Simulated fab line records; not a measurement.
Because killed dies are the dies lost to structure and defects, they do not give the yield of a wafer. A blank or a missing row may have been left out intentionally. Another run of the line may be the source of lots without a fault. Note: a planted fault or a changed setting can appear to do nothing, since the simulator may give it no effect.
fab line records ; flow sky130 ; part 1 of 2: steps 1 to 27 of 37
record lots=5; wafers=15; last_day=50
route steps=708 shown NWELL@59 PWDE@84 VT_ADJUST_HVTP@85
lots untouched by any fault: they come from a run of this same line in which no faults occurred
start_h: hours from the record's opening day to when the first of the lot's shown wafers began ; wait_h: how many hours have passed since the lot's step before this one ; " the same as in the row above ; L1.1+2: one row covering several wafers at once ; - value missing, or start not given ; * or withheld: withheld ; < > ~ a bound
route shown NAME@n: names a module that has steps shown in the file, with the first one's number in the route ; usual: mean/standard deviation of fault-free wafers ; same: alike in all rows ; chamber/n: place in a boat ; sites: the reading at each site ; _std_site: their standard deviation ; _edge_site: inner sites' mean taken away from outer sites' mean ; radius_mm: how far each site lies from the wafer's centre ; mask NAME#n: copy n ; behind: tool/chamber where the wafer was last shaped ; hold: cause of the lot's hold/its duration in hours/its outcome ; device: whichever transistor did not switch (one of n, p or np) ; end of line: at the end of the route, the tests of the same wafers ; a step without rows: its recipe alone ; killed: at the first sort, the dies lost to defects and structure; wafer yield is something else ; map: the dies of a wafer, with x for killed, . for not killed, _ for no die there
set.NAME: the setting as run; set.NAME@STEP: as run at that earlier step ; model.NAME: the simulator's own value behind a step, which no gauge read
lots seen at some steps along the route; tables by step, rows by wafer
services: when a tool's chamber went out of use (start_h, in hours from the record's first day, below 0 if earlier), for how many hours, and the reason
## steps
# step SKY_NWELL_SOFTBAKE_06
# recipe temp_c=110; time_s=withheld
# usual plate_temp_C=110.00/0.11
lot.wafer;tool;chamber;start_h;wait_h;plate_temp_C
L076.4;litho_track-01;0;88.79;0.1;109.92
L076.5;litho_track-01;0;88.79;0.1;109.87
L076.6;litho_track-01;0;88.79;0.1;110.13
L084.3;litho_track-04;0;133.79;0.1;110.15
L084.5;litho_track-04;0;133.79;0.1;110.06
L084.6;litho_track-04;0;133.79;0.1;110.14
L087.1;litho_track-01;0;155.24;0.1;109.87
L087.5;litho_track-01;0;155.24;0.1;109.91
L087.6;litho_track-01;0;155.24;0.1;109.89
L092.3;litho_track-01;0;179.86;0.1;110.06
L092.4;litho_track-01;0;179.86;0.1;110.17
L092.5;litho_track-01;0;179.86;0.1;109.90
L093.2;litho_track-01;0;184.32;0.1;110.00
L093.4;litho_track-01;0;184.32;0.1;110.14
L093.5;litho_track-01;0;184.32;0.1;110.21
# step SKY_NWELL_EXPOSE_07
# recipe mask_id=NWM; na=0.6; source_shape=conventional; sigma_outer=0.6; polarization=unpolarized; target_cd_nm=840; dose_mj=255
# usual stage_vel_mm_s=500.04/0.25
# same na=0.6
lot.wafer;tool;chamber;start_h;wait_h;mask;stage_vel_mm_s
L076.4;iline_stepper-01;0;-;-;NWM#0;499.81
L076.5;iline_stepper-01;0;-;-;NWM#0;500.29
L076.6;iline_stepper-01;0;-;-;NWM#0;500.09
L084.3;iline_stepper-01;0;-;-;NWM#0;500.03
L084.5;iline_stepper-01;0;-;-;NWM#0;499.98
L084.6;iline_stepper-01;0;-;-;NWM#0;500.11
L087.1;iline_stepper-01;0;-;-;NWM#0;500.26
L087.5;iline_stepper-01;0;-;-;NWM#0;500.36
L087.6;iline_stepper-01;0;-;-;NWM#0;500.07
L092.3;iline_stepper-02;0;-;-;NWM#0;499.93
L092.4;iline_stepper-02;0;-;-;NWM#0;499.84
L092.5;iline_stepper-02;0;-;-;NWM#0;499.78
L093.2;iline_stepper-01;0;-;-;NWM#0;499.92
L093.4;iline_stepper-01;0;-;-;NWM#0;500.26
L093.5;iline_stepper-01;0;-;-;NWM#0;499.99
# step SKY_NWELL_PEB_08
# recipe temp_c=115; time_s=withheld
# usual plate_temp_C=114.99/0.15
lot.wafer;tool;chamber;start_h;wait_h;plate_temp_C
L076.4;litho_track-03;0;-;-;114.82
L076.5;litho_track-03;0;-;-;114.79
L076.6;litho_track-03;0;-;-;115.09
L084.3;litho_track-04;0;-;-;115.27
L084.5;litho_track-04;0;-;-;115.27
L084.6;litho_track-04;0;-;-;115.08
L087.1;litho_track-01;0;-;-;115.05
L087.5;litho_track-01;0;-;-;114.91
L087.6;litho_track-01;0;-;-;114.98
L092.3;litho_track-03;0;-;-;114.80
L092.4;litho_track-03;0;-;-;114.81
L092.5;litho_track-03;0;-;-;114.87
L093.2;litho_track-01;0;-;-;115.01
L093.4;litho_track-01;0;-;-;115.15
L093.5;litho_track-01;0;-;-;115.01
# step SKY_NWELL_DEVELOP_09
# recipe wall_angle_deg=90; developer=TMAH; develop_time_s=60; dev_temp_c=23
# usual developer_temp_C=22.98/0.095
# same develop_time_s=60
lot.wafer;tool;chamber;start_h;wait_h;developer_temp_C
L076.4;litho_track-03;0;-;-;23.02
L076.5;litho_track-03;0;-;-;23.29
L076.6;litho_track-03;0;-;-;23.10
L084.3;litho_track-04;0;-;-;22.80
L084.5;litho_track-04;0;-;-;22.98
L084.6;litho_track-04;0;-;-;22.86
L087.1;litho_track-01;0;-;-;23.19
L087.5;litho_track-01;0;-;-;23.05
L087.6;litho_track-01;0;-;-;22.78
L092.3;litho_track-03;0;-;-;22.98
L092.4;litho_track-03;0;-;-;22.99
L092.5;litho_track-03;0;-;-;22.94
L093.2;litho_track-01;0;-;-;23.13
L093.4;litho_track-01;0;-;-;23.10
L093.5;litho_track-01;0;-;-;23.04
# step SKY_NWELL_OVL_MEAS_10
# usual NWELL_00_OVL=-0.6/1.4
lot.wafer;tool;chamber;start_h;wait_h;NWELL_00_OVL[nm]
L076.4;overlay-01;-;97.59;-;-2.5
L076.5;overlay-01;-;97.59;-;-1.6
L076.6;overlay-01;-;97.59;-;-0.8
L084.3;overlay-02;-;143.24;-;-2.3
L084.5;overlay-02;-;143.24;-;-2.3
L084.6;overlay-02;-;143.24;-;-0.8
L087.1;overlay-02;-;164.79;-;-1.7
L087.5;overlay-02;-;164.79;-;-0.4
L087.6;overlay-02;-;164.79;-;-0.3
L092.3;overlay-01;-;189.74;-;-0.7
L092.4;overlay-01;-;189.74;-;-1.9
L092.5;overlay-01;-;189.74;-;0.1
L093.2;overlay-02;-;194.45;-;-2.1
L093.4;overlay-02;-;194.45;-;-1.9
L093.5;overlay-02;-;194.45;-;-2.2
# step SKY_NWELL_IMPLANT_11
# recipe species=P; energy_kev=400; dose_cm2=1.9e+13; tilt_deg=withheld
lot.wafer;tool;chamber;start_h;wait_h
L076.4+5+6;implanter-02;0;97.69;0.1
L084.3+5+6;implanter-01;0;143.31;0.1
L087.1+5+6;implanter-04;0;164.83;0.0
L092.3+4+5;implanter-04;0;189.81;0.1
L093.2+4+5;implanter-02;0;194.50;0.0
# step SKY_NWELL_IMPLANT_12
# recipe species=P; energy_kev=120; dose_cm2=1.3e+12; tilt_deg=withheld
lot.wafer;tool;chamber;start_h;wait_h
L076.4+5+6;implanter-02;0;97.84;0.1
L084.3+5+6;implanter-01;0;143.46;0.1
L087.1+5+6;implanter-04;0;164.98;0.1
L092.3+4+5;implanter-04;0;189.96;0.1
L093.2+4+5;implanter-02;0;194.65;0.1
# step SKY_NWELL_IMPLANT_13
# recipe species=P; energy_kev=50; dose_cm2=7e+11; tilt_deg=withheld
lot.wafer;tool;chamber;start_h;wait_h
L076.4+5+6;implanter-02;0;97.99;0.1
L084.3+5+6;implanter-01;0;143.61;0.1
L087.1+5+6;implanter-04;0;165.13;0.1
L092.3+4+5;implanter-04;0;190.11;0.1
L093.2+4+5;implanter-02;0;194.80;0.1
# step SKY_NWELL_STRIP_14
# recipe chemistry=O2/N2; power_w=1400; pressure_mtorr=1500; platen_temp_c=withheld; o2_flow_sccm=3000; n2_flow_sccm=300; overash_fraction=0.5
# usual drypump_motor_current_A=6.2/0.35; n2_flow_sccm=300.0/0.81; oes_product_au=0.723/0.0041; strip_time_to_endpoint_s=36.90/0.12
lot.wafer;tool;chamber;start_h;wait_h;drypump_motor_current_A;n2_flow_sccm;oes_product_au;rf_hours_counter_h;strip_time_to_endpoint_s
L076.4;plasma_asher-03;1;98.09;0.1;6.2;299.2;0.725;-;36.78
L076.5;plasma_asher-03;0;98.09;0.1;5.9;299.8;0.723;-;36.81
L076.6;plasma_asher-03;1;98.09;0.1;6.2;299.4;0.718;-;36.78
L084.3;plasma_asher-01;0;143.75;0.1;6.7;299.9;0.731;-;37.01
L084.5;plasma_asher-01;1;143.75;0.1;5.8;300.0;0.723;-;37.02
L084.6;plasma_asher-01;0;143.75;0.1;6.6;299.9;0.721;-;36.97
L087.1;plasma_asher-04;0;165.28;0.1;6.6;300.8;0.723;48;36.77
L087.5;plasma_asher-04;0;165.28;0.1;6.6;301.2;0.725;-;36.79
L087.6;plasma_asher-04;1;165.28;0.1;5.8;298.8;0.719;-;36.84
L092.3;plasma_asher-01;0;190.24;0.1;6.6;300.4;0.721;-;36.79
L092.4;plasma_asher-01;1;190.24;0.1;5.8;299.5;0.715;-;36.65
L092.5;plasma_asher-01;1;190.24;0.1;5.9;298.4;0.724;-;36.77
L093.2;plasma_asher-04;1;194.93;0.1;5.8;301.1;0.726;51;37.07
L093.4;plasma_asher-04;0;194.93;0.1;6.6;299.2;0.717;-;37.03
L093.5;plasma_asher-04;1;194.93;0.1;5.8;300.1;0.726;-;37.13
# step SKY_NWELL_TW_MEAS_15
# usual NWELL_TW=1830/22
lot.wafer;tool;chamber;start_h;wait_h;NWELL_TW
L076.4;film_metro-04;-;98.19;0.1;1843
L076.5;film_metro-04;-;98.19;0.1;1837
L076.6;film_metro-04;-;98.19;0.1;1831
L084.3;film_metro-03;-;143.83;0.1;1827
L084.5;film_metro-03;-;143.83;0.1;1822
L084.6;film_metro-03;-;143.83;0.1;1818
L087.1;film_metro-02;-;165.38;0.1;1802
L087.5;film_metro-02;-;165.38;0.1;1794
L087.6;film_metro-02;-;165.38;0.1;1801
L092.3;film_metro-03;-;190.33;0.1;1837
L092.4;film_metro-03;-;190.33;0.1;1841
L092.5;film_metro-03;-;190.33;0.1;1835
L093.2;film_metro-02;-;195.04;0.1;1815
L093.4;film_metro-02;-;195.04;0.1;1806
L093.5;film_metro-02;-;195.04;0.1;1813
# step SKY_NWELL_DEHYDRATE_16
# recipe temp_c=200; time_s=60
# usual plate_temp_C=199.98/0.18
lot.wafer;tool;chamber;start_h;wait_h;plate_temp_C
L076.4;litho_track-01;0;106.16;8.0;200.03
L076.5;litho_track-01;0;106.16;8.0;200.19
L076.6;litho_track-01;0;106.16;8.0;200.05
L084.3;litho_track-01;0;152.99;9.1;199.86
L084.5;litho_track-01;0;152.99;9.1;199.88
L084.6;litho_track-01;0;152.99;9.1;200.09
L087.1;litho_track-01;0;175.04;9.7;199.88
L087.5;litho_track-01;0;175.04;9.7;199.85
L087.6;litho_track-01;0;175.04;9.7;199.97
L092.3;litho_track-01;0;201.24;10.9;199.73
L092.4;litho_track-01;0;201.24;10.9;199.73
L092.5;litho_track-01;0;201.24;10.9;199.81
L093.2;litho_track-03;0;205.45;10.4;199.94
L093.4;litho_track-03;0;205.45;10.4;199.90
L093.5;litho_track-03;0;205.45;10.4;199.82
# step SKY_NWELL_HMDS_17
# recipe prime_time_s=60; prime_temp_c=120
# usual prime_temp_c=119.96/0.13
# same prime_time_s=60
lot.wafer;tool;chamber;start_h;wait_h;prime_temp_c
L076.4;litho_track-01;0;106.31;0.1;119.95
L076.5;litho_track-01;0;106.31;0.1;119.86
L076.6;litho_track-01;0;106.31;0.1;119.89
L084.3;litho_track-01;0;153.14;0.1;120.18
L084.5;litho_track-01;0;153.14;0.1;120.01
L084.6;litho_track-01;0;153.14;0.1;119.95
L087.1;litho_track-01;0;175.19;0.1;119.87
L087.5;litho_track-01;0;175.19;0.1;119.89
L087.6;litho_track-01;0;175.19;0.1;119.61
L092.3;litho_track-01;0;201.39;0.1;120.15
L092.4;litho_track-01;0;201.39;0.1;119.94
L092.5;litho_track-01;0;201.39;0.1;119.92
L093.2;litho_track-03;0;205.60;0.1;119.70
L093.4;litho_track-03;0;205.60;0.1;119.81
L093.5;litho_track-03;0;205.60;0.1;120.03
# step SKY_NWELL_COAT_18
# recipe spin_rpm=2000; resist_thk_nm=3000
lot.wafer;tool;chamber;start_h;wait_h
L076.4+5+6;litho_track-01;0;106.46;0.1
L084.3+5+6;litho_track-01;0;153.29;0.1
L087.1+5+6;litho_track-01;0;175.34;0.1
L092.3+4+5;litho_track-01;0;201.54;0.1
L093.2+4+5;litho_track-03;0;205.75;0.1
# step SKY_NWELL_SOFTBAKE_19
# recipe temp_c=110; time_s=withheld
# usual plate_temp_C=109.99/0.13
lot.wafer;tool;chamber;start_h;wait_h;plate_temp_C
L076.4;litho_track-01;0;106.64;0.1;110.13
L076.5;litho_track-01;0;106.64;0.1;110.28
L076.6;litho_track-01;0;106.64;0.1;110.15
L084.3;litho_track-01;0;153.46;0.1;109.88
L084.5;litho_track-01;0;153.46;0.1;109.96
L084.6;litho_track-01;0;153.46;0.1;109.93
L087.1;litho_track-01;0;175.49;0.1;110.21
L087.5;litho_track-01;0;175.49;0.1;110.11
L087.6;litho_track-01;0;175.49;0.1;110.19
L092.3;litho_track-01;0;201.71;0.1;110.09
L092.4;litho_track-01;0;201.71;0.1;109.84
L092.5;litho_track-01;0;201.71;0.1;110.11
L093.2;litho_track-03;0;205.91;0.1;110.00
L093.4;litho_track-03;0;205.91;0.1;109.92
L093.5;litho_track-03;0;205.91;0.1;109.98
# step SKY_NWELL_EXPOSE_20
# recipe mask_id=NWM_COMPLEMENT; na=0.6; source_shape=conventional; sigma_outer=0.6; polarization=unpolarized; target_cd_nm=840; dose_mj=260
# usual stage_vel_mm_s=499.93/0.22
# same na=0.6
lot.wafer;tool;chamber;start_h;wait_h;mask;stage_vel_mm_s
L076.4;iline_stepper-02;0;-;-;NWM_COMPLEMENT#0;499.88
L076.5;iline_stepper-02;0;-;-;NWM_COMPLEMENT#0;499.89
L076.6;iline_stepper-02;0;-;-;NWM_COMPLEMENT#0;499.94
L084.3;iline_stepper-02;0;-;-;NWM_COMPLEMENT#0;499.91
L084.5;iline_stepper-02;0;-;-;NWM_COMPLEMENT#0;500.12
L084.6;iline_stepper-02;0;-;-;NWM_COMPLEMENT#0;499.67
L087.1;iline_stepper-02;0;-;-;NWM_COMPLEMENT#0;500.22
L087.5;iline_stepper-02;0;-;-;NWM_COMPLEMENT#0;500.10
L087.6;iline_stepper-02;0;-;-;NWM_COMPLEMENT#0;500.34
L092.3;iline_stepper-01;0;-;-;NWM_COMPLEMENT#0;500.14
L092.4;iline_stepper-01;0;-;-;NWM_COMPLEMENT#0;500.05
L092.5;iline_stepper-01;0;-;-;NWM_COMPLEMENT#0;500.22
L093.2;iline_stepper-01;0;-;-;NWM_COMPLEMENT#0;499.60
L093.4;iline_stepper-01;0;-;-;NWM_COMPLEMENT#0;500.04
L093.5;iline_stepper-01;0;-;-;NWM_COMPLEMENT#0;500.00
# step SKY_NWELL_PEB_21
# recipe temp_c=115; time_s=withheld
# usual plate_temp_C=115.00/0.13
lot.wafer;tool;chamber;start_h;wait_h;plate_temp_C
L076.4;litho_track-01;0;-;-;115.17
L076.5;litho_track-01;0;-;-;115.19
L076.6;litho_track-01;0;-;-;115.17
L084.3;litho_track-01;0;-;-;114.96
L084.5;litho_track-01;0;-;-;115.04
L084.6;litho_track-01;0;-;-;115.03
L087.1;litho_track-03;0;-;-;115.08
L087.5;litho_track-03;0;-;-;115.07
L087.6;litho_track-03;0;-;-;114.91
L092.3;litho_track-01;0;-;-;114.99
L092.4;litho_track-01;0;-;-;114.90
L092.5;litho_track-01;0;-;-;114.84
L093.2;litho_track-03;0;-;-;114.87
L093.4;litho_track-03;0;-;-;114.95
L093.5;litho_track-03;0;-;-;115.09
# step SKY_NWELL_DEVELOP_22
# recipe wall_angle_deg=90; developer=TMAH; develop_time_s=60; dev_temp_c=23
# usual developer_temp_C=23.00/0.1
# same develop_time_s=60
lot.wafer;tool;chamber;start_h;wait_h;developer_temp_C
L076.4;litho_track-01;0;-;-;23.03
L076.5;litho_track-01;0;-;-;22.99
L076.6;litho_track-01;0;-;-;23.09
L084.3;litho_track-01;0;-;-;23.12
L084.5;litho_track-01;0;-;-;23.12
L084.6;litho_track-01;0;-;-;23.04
L087.1;litho_track-03;0;-;-;23.18
L087.5;litho_track-03;0;-;-;23.26
L087.6;litho_track-03;0;-;-;23.07
L092.3;litho_track-01;0;-;-;22.95
L092.4;litho_track-01;0;-;-;22.85
L092.5;litho_track-01;0;-;-;23.01
L093.2;litho_track-03;0;-;-;22.84
L093.4;litho_track-03;0;-;-;23.08
L093.5;litho_track-03;0;-;-;23.03
# step SKY_NWELL_OVL_MEAS_23
# usual NWELL_01_OVL=0.9/1.4
lot.wafer;tool;chamber;start_h;wait_h;NWELL_01_OVL[nm]
L076.4;overlay-01;-;116.01;-;2.7
L076.5;overlay-01;-;116.01;-;2.3
L076.6;overlay-01;-;116.01;-;2.9
L084.3;overlay-02;-;162.40;-;-1.9
L084.5;overlay-02;-;162.40;-;-0.4
L084.6;overlay-02;-;162.40;-;0.4
L087.1;overlay-01;-;185.58;-;1.4
L087.5;overlay-01;-;185.58;-;3.0
L087.6;overlay-01;-;185.58;-;1.8
L092.3;overlay-02;-;212.50;-;-0.9
L092.4;overlay-02;-;212.50;-;0.5
L092.5;overlay-02;-;212.50;-;0.1
L093.2;overlay-02;-;216.68;-;1.1
L093.4;overlay-02;-;216.68;-;0.6
L093.5;overlay-02;-;216.68;-;0.5
# step SKY_NWELL_IMPLANT_24
# recipe species=B; energy_kev=140; dose_cm2=9.2e+12; tilt_deg=withheld
lot.wafer;tool;chamber;start_h;wait_h
L076.4+5+6;implanter-01;0;116.10;0.1
L084.3+5+6;implanter-04;0;162.48;0.1
L087.1+5+6;implanter-02;0;185.62;0.0
L092.3+4+5;implanter-04;0;212.58;0.1
L093.2+4+5;implanter-02;0;216.76;0.1
# step SKY_NWELL_STRIP_25
# recipe chemistry=O2/N2; power_w=1400; pressure_mtorr=1500; platen_temp_c=withheld; o2_flow_sccm=3000; n2_flow_sccm=300; overash_fraction=0.5
# usual drypump_motor_current_A=6.2/0.36; n2_flow_sccm=299.9/0.84; oes_product_au=0.722/0.0043; strip_time_to_endpoint_s=36.88/0.11
lot.wafer;tool;chamber;start_h;wait_h;drypump_motor_current_A;n2_flow_sccm;oes_product_au;rf_hours_counter_h;strip_time_to_endpoint_s
L076.4;plasma_asher-04;1;116.21;0.1;5.8;300.6;0.723;-;36.97
L076.5;plasma_asher-04;0;116.21;0.1;6.6;299.1;0.716;-;36.83
L076.6;plasma_asher-04;1;116.21;0.1;5.8;299.8;0.723;-;36.94
L084.3;plasma_asher-04;0;162.61;0.1;6.6;300.0;0.720;-;36.82
L084.5;plasma_asher-04;0;162.61;0.1;6.6;300.2;0.727;-;36.74
L084.6;plasma_asher-04;1;162.61;0.1;5.8;299.1;0.726;-;36.84
L087.1;plasma_asher-04;0;185.77;0.1;6.6;300.3;0.721;50;36.84
L087.5;plasma_asher-04;1;185.77;0.1;5.8;300.6;0.725;-;36.79
L087.6;plasma_asher-04;0;185.77;0.1;6.6;299.2;0.722;-;36.77
L092.3;plasma_asher-01;0;212.71;0.1;6.6;299.4;0.722;-;36.82
L092.4;plasma_asher-01;1;212.71;0.1;5.8;301.3;0.724;-;36.83
L092.5;plasma_asher-01;1;212.71;0.1;5.8;302.0;0.728;-;36.80
L093.2;plasma_asher-01;0;217.01;0.2;6.6;300.1;0.725;10;36.69
L093.4;plasma_asher-01;0;217.01;0.2;6.6;298.8;0.723;-;36.90
L093.5;plasma_asher-01;1;217.01;0.2;5.8;299.5;0.724;-;36.77
# step SKY_NWELL_TW_MEAS_26
# usual NWELL_2_TW=498/6
lot.wafer;tool;chamber;start_h;wait_h;NWELL_2_TW
L076.4;film_metro-02;-;116.31;0.1;488
L076.5;film_metro-02;-;116.31;0.1;487
L076.6;film_metro-02;-;116.31;0.1;490
L084.3;film_metro-02;-;162.70;0.1;489
L084.5;film_metro-02;-;162.70;0.1;491
L084.6;film_metro-02;-;162.70;0.1;489
L087.1;film_metro-02;-;185.87;0.1;491
L087.5;film_metro-02;-;185.87;0.1;492
L087.6;film_metro-02;-;185.87;0.1;492
L092.3;film_metro-02;-;212.80;0.1;494
L092.4;film_metro-02;-;212.80;0.1;492
L092.5;film_metro-02;-;212.80;0.1;492
L093.2;film_metro-02;-;217.12;0.1;489
L093.4;film_metro-02;-;217.12;0.1;490
L093.5;film_metro-02;-;217.12;0.1;490
# step SKY_NWELL_CLEAN_27
# recipe chemistry=SC1/SC2; mix=1:4:20; temp_c=70; time_s=150; dry=n2_spin
# usual bath_heat_duty_pct=13.5/1.4
lot.wafer;tool;chamber;start_h;wait_h;bath_heat_duty_pct
L076.4;wet_bench-01;3;116.34;0.0;14.0
L076.5;wet_bench-01;3;116.34;0.0;12.5
L076.6;wet_bench-01;3;116.34;0.0;13.1
L084.3;wet_bench-02;0;162.74;0.0;14.4
L084.5;wet_bench-02;0;162.74;0.0;15.8
L084.6;wet_bench-02;0;162.74;0.0;15.2
L087.1;wet_bench-01;0;185.93;0.1;12.0
L087.5;wet_bench-01;0;185.93;0.1;11.9
L087.6;wet_bench-01;0;185.93;0.1;12.0
L092.3;wet_bench-04;1;212.84;0.0;13.5
L092.4;wet_bench-04;1;212.84;0.0;13.3
L092.5;wet_bench-04;1;212.84;0.0;15.8
L093.2;wet_bench-01;1;217.17;0.0;13.2
L093.4;wet_bench-01;1;217.17;0.0;13.1
L093.5;wet_bench-01;1;217.17;0.0;13.0
# step SKY_NWELL_RTA_28
# recipe temp_c=1050; time_s=30; idle_temp_c=650; ramp_up_c_per_s=150; ramp_down_c_per_s=90; ambient=N2
# usual lamp_power_pct=25.31/0.053; wafer_temp_C_max=1054.9/0.99
lot.wafer;tool;chamber;start_h;wait_h;lamp_power_pct;wafer_temp_C_max
L076.4;rtp_anneal-02;0;116.44;0.1;25.35;1054.3
L076.5;rtp_anneal-02;0;116.44;0.1;25.31;1054.7
L076.6;rtp_anneal-02;0;116.44;0.1;25.26;1054.4
L084.3;rtp_anneal-01;0;162.82;0.0;25.30;1055.5
L084.5;rtp_anneal-01;0;162.82;0.0;25.35;1054.8
L084.6;rtp_anneal-01;0;162.82;0.0;25.32;1054.9
L087.1;rtp_anneal-01;0;185.98;0.0;25.33;1053.9
L087.5;rtp_anneal-01;0;185.98;0.0;25.42;1056.0
L087.6;rtp_anneal-01;0;185.98;0.0;25.31;1053.9
L092.3;rtp_anneal-02;0;212.92;0.0;25.30;1056.2
L092.4;rtp_anneal-02;0;212.92;0.0;25.34;1054.0
L092.5;rtp_anneal-02;0;212.92;0.0;25.28;1055.4
L093.2;rtp_anneal-01;0;217.24;0.0;25.36;1055.1
L093.4;rtp_anneal-01;0;217.24;0.0;25.32;1058.7
L093.5;rtp_anneal-01;0;217.24;0.0;25.35;1056.1
# step SKY_NWELL_RS_MEAS_29
# recipe thk_meas_gauge=four-point-probe
# usual NWELL_RS=624.6/1.6
lot.wafer;tool;chamber;start_h;wait_h;NWELL_RS[ohm/sq]
L076.4;film_metro-03;-;116.55;0.1;624.9
L076.5;film_metro-03;-;116.55;0.1;622.4
L076.6;film_metro-03;-;116.55;0.1;623.7
L084.3;film_metro-03;-;162.93;0.1;625.9
L084.5;film_metro-03;-;162.93;0.1;623.7
L084.6;film_metro-03;-;162.93;0.1;625.9
L087.1;film_metro-03;-;186.08;0.1;625.2
L087.5;film_metro-03;-;186.08;0.1;625.8
L087.6;film_metro-03;-;186.08;0.1;625.2
L092.3;film_metro-03;-;213.03;0.1;625.1
L092.4;film_metro-03;-;213.03;0.1;624.0
L092.5;film_metro-03;-;213.03;0.1;624.7
L093.2;film_metro-02;-;217.34;0.1;624.3
L093.4;film_metro-02;-;217.34;0.1;623.6
L093.5;film_metro-02;-;217.34;0.1;622.9
# step SKY_NWELL_RS_MEAS_31
# recipe thk_meas_gauge=four-point-probe
# usual PWDE_RS=5270/20
lot.wafer;tool;chamber;start_h;wait_h;PWDE_RS[ohm/sq]
L076.4;film_metro-03;-;116.79;0.1;5306
L076.5;film_metro-03;-;116.79;0.1;5302
L076.6;film_metro-03;-;116.79;0.1;5306
L084.3;film_metro-03;-;163.17;0.1;5296
L084.5;film_metro-03;-;163.17;0.1;5290
L084.6;film_metro-03;-;163.17;0.1;5294
L087.1;film_metro-03;-;186.32;0.1;5221
L087.5;film_metro-03;-;186.32;0.1;5257
L087.6;film_metro-03;-;186.32;0.1;5253
L092.3;film_metro-03;-;213.27;0.1;5307
L092.4;film_metro-03;-;213.27;0.1;5296
L092.5;film_metro-03;-;213.27;0.1;5281
L093.2;film_metro-02;-;217.58;0.1;5273
L093.4;film_metro-02;-;217.58;0.1;5266
L093.5;film_metro-02;-;217.58;0.1;5276
# step SKY_VT_ADJUST_HVTP_DEHYDRATE_00
# recipe temp_c=200; time_s=60
# usual plate_temp_C=200.01/0.17
lot.wafer;tool;chamber;start_h;wait_h;plate_temp_C
L076.4;litho_track-02;0;124.58;7.8;199.91
L076.5;litho_track-02;0;124.58;7.8;199.72
L076.6;litho_track-02;0;124.58;7.8;200.06
L084.3;litho_track-01;0;172.19;9.0;200.13
L084.5;litho_track-01;0;172.19;9.0;199.76
L084.6;litho_track-01;0;172.19;9.0;200.15
L087.1;litho_track-02;0;196.66;10.3;200.07
L087.5;litho_track-02;0;196.66;10.3;199.86
L087.6;litho_track-02;0;196.66;10.3;200.02
L092.3;litho_track-02;0;224.80;11.5;200.13
L092.4;litho_track-02;0;224.80;11.5;200.07
L092.5;litho_track-02;0;224.80;11.5;199.85
L093.2;litho_track-02;0;228.88;11.3;199.76
L093.4;litho_track-02;0;228.88;11.3;199.87
L093.5;litho_track-02;0;228.88;11.3;199.78
# step SKY_VT_ADJUST_HVTP_HMDS_01
# recipe prime_time_s=60; prime_temp_c=120
# usual prime_temp_c=119.96/0.13
# same prime_time_s=60
lot.wafer;tool;chamber;start_h;wait_h;prime_temp_c
L076.4;litho_track-02;0;124.73;0.1;119.72
L076.5;litho_track-02;0;124.73;0.1;119.89
L076.6;litho_track-02;0;124.73;0.1;120.15
L084.3;litho_track-01;0;172.34;0.1;119.78
L084.5;litho_track-01;0;172.34;0.1;120.01
L084.6;litho_track-01;0;172.34;0.1;119.78
L087.1;litho_track-02;0;196.81;0.1;120.13
L087.5;litho_track-02;0;196.81;0.1;120.01
L087.6;litho_track-02;0;196.81;0.1;119.98
L092.3;litho_track-02;0;224.95;0.1;120.07
L092.4;litho_track-02;0;224.95;0.1;120.02
L092.5;litho_track-02;0;224.95;0.1;119.81
L093.2;litho_track-02;0;229.03;0.1;119.95
L093.4;litho_track-02;0;229.03;0.1;120.20
L093.5;litho_track-02;0;229.03;0.1;120.08
